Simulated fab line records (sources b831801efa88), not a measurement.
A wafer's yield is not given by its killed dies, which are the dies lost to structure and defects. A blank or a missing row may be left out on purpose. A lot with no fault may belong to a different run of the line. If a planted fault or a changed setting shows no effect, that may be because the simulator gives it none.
A struck lot beside a sound one | flow sky130 | 36 steps out of a route of 708
Sound: wafers L431.2, L431.3, L431.5. Struck: wafer L447.5. (L447.1, L447.3 of the same lot were not struck and are left out.) The cause comes at the end.
At each step with rows: each side's tool, then ch and its chambers, then its first start. Under that, the readings that differ: sound wafers | struck wafers | difference of the means | sigmas: that difference in standard deviations of wafers without a fault.
alike: readings with means less than 2 such deviations apart, plus words and numbers identical on both sides. not compared: withheld readings, readings lacking a value on some wafer, bounds such as >300 that could conceal the same value, and numbers that have no deviation in the record and whose values overlap.
A row with sigmas, a row that says differs or no value, or rows on one side alone: a step with any of these is where the two part. Numbers that have no deviation but don't overlap get no sigmas and don't part them. A reading that every wafer of one side lacks parts them only if that side has two wafers or more.

first, 11 steps without rows for these wafers: SKY_LDD_LDN_DEHYDRATE_00 (time 60 s); SKY_LDD_LDN_HMDS_01 (prime time 60 s); SKY_LDD_LDN_COAT_02 (resist thk 1140 nm); SKY_LDD_LDN_SOFTBAKE_03 (time 60 s); SKY_LDD_LDN_EXPOSE_04 (exposes mask LDNTM, target cd 700 nm); SKY_LDD_LDN_PEB_05; SKY_LDD_LDN_DEVELOP_06 (develop time 60 s); SKY_LDD_LDN_IMPLANT_08; SKY_LDD_LDN_IMPLANT_09; SKY_LDD_LDN_IMPLANT_10; SKY_LDD_LDN_IMPLANT_11.
SKY_LDD_LDN_STRIP_12: strips in O2/N2.
  sound on plasmaAsher-04 ch 0,1, day 24 22:16; struck on plasmaAsher-04 ch 1, day 30 11:08
reading                  | sound             | struck | difference | sigmas
stripTimeToEndpointS (s) | 14.23 14.22 14.21 | 14.13  | -0.09      | -2
  alike: drypumpMotorCurrentA, oesProductAu
  not compared: rfHoursCounterH
then, 23 steps without rows for these wafers: SKY_LDD_LDN_CLEAN_14 (cleans in SC1/SC2, time 150 s); SKY_SPACER_CVD_00 (deposits Si3N4 from DCS/NH3, target thk 43.1 nm, time 740 s); SKY_SPACER_ETCHBACK_02 (etches Si3N4 in CH3F/O2, stops on SiO2, time 46.7 s, target depth 45 nm); SKY_POLY_CUT_DEHYDRATE_00 (time 60 s); SKY_POLY_CUT_HMDS_01 (prime time 60 s); SKY_POLY_CUT_COAT_02 (resist thk 60 nm); SKY_POLY_CUT_COAT_03 (resist thk 450 nm); SKY_POLY_CUT_SOFTBAKE_04 (time 90 s); SKY_POLY_CUT_EXPOSE_05 (exposes mask NPCM, target cd 270 nm); SKY_POLY_CUT_PEB_06; SKY_POLY_CUT_DEVELOP_07 (develop time 60 s); SKY_POLY_CUT_ETCH_10 (etches BARC in N2/H2, stops on SiO2, time 45.9 s, target depth 60 nm); SKY_POLY_CUT_ETCH_11 (etches Si3N4 in CF4/CH2F2/Ar, stops on poly-Si, time 42.5 s, target depth 60 nm); SKY_POLY_CUT_STRIP_12 (strips in O2/N2); SKY_SD_P_DEHYDRATE_00 (time 60 s); SKY_SD_P_HMDS_01 (prime time 60 s); SKY_SD_P_COAT_02 (resist thk 1140 nm); SKY_SD_P_SOFTBAKE_03 (time 60 s); SKY_SD_P_EXPOSE_04 (exposes mask PSDM, target cd 380 nm); SKY_SD_P_PEB_05; SKY_SD_P_DEVELOP_06 (develop time 60 s); SKY_SD_P_IMPLANT_09; SKY_SD_P_STRIP_10 (strips in O2/N2).
-- here the record skips 20 days between the struck wafers' starts before and after, leaving off in module SD_P and picking up in module PAD_OPEN (first step shown: number 708 of the route) --
SKY_PAD_OPEN_PROBE_99:
  struck on prober-01, day 50 11:52; sound on prober-01, day 46 17:26
reading            | sound    | struck | difference | sigmas
killed_at_M0_to_M3 | 51 62 38 | 35     | -15        | -2
killed_at_M4_up    | 3 3 5    | 0      | -4         | -2
killedAtFrontEnd   | 22 18 18 | 42     | +23        | +5
killedAtOther      | 0 0 0    | 1      | +1         | +2
  alike: killedAtContacts, killedDies, killedOpen, killedShort

== WHERE THEY PART ==
At SKY_LDD_LDN_STRIP_12 first; at SKY_PAD_OPEN_PROBE_99 last (within this record only).

WHY: whatever the simulator had introduced
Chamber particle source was plasmaAsher-04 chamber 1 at SKY_LDD_LDN_STRIP_12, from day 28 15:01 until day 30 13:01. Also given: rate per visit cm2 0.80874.
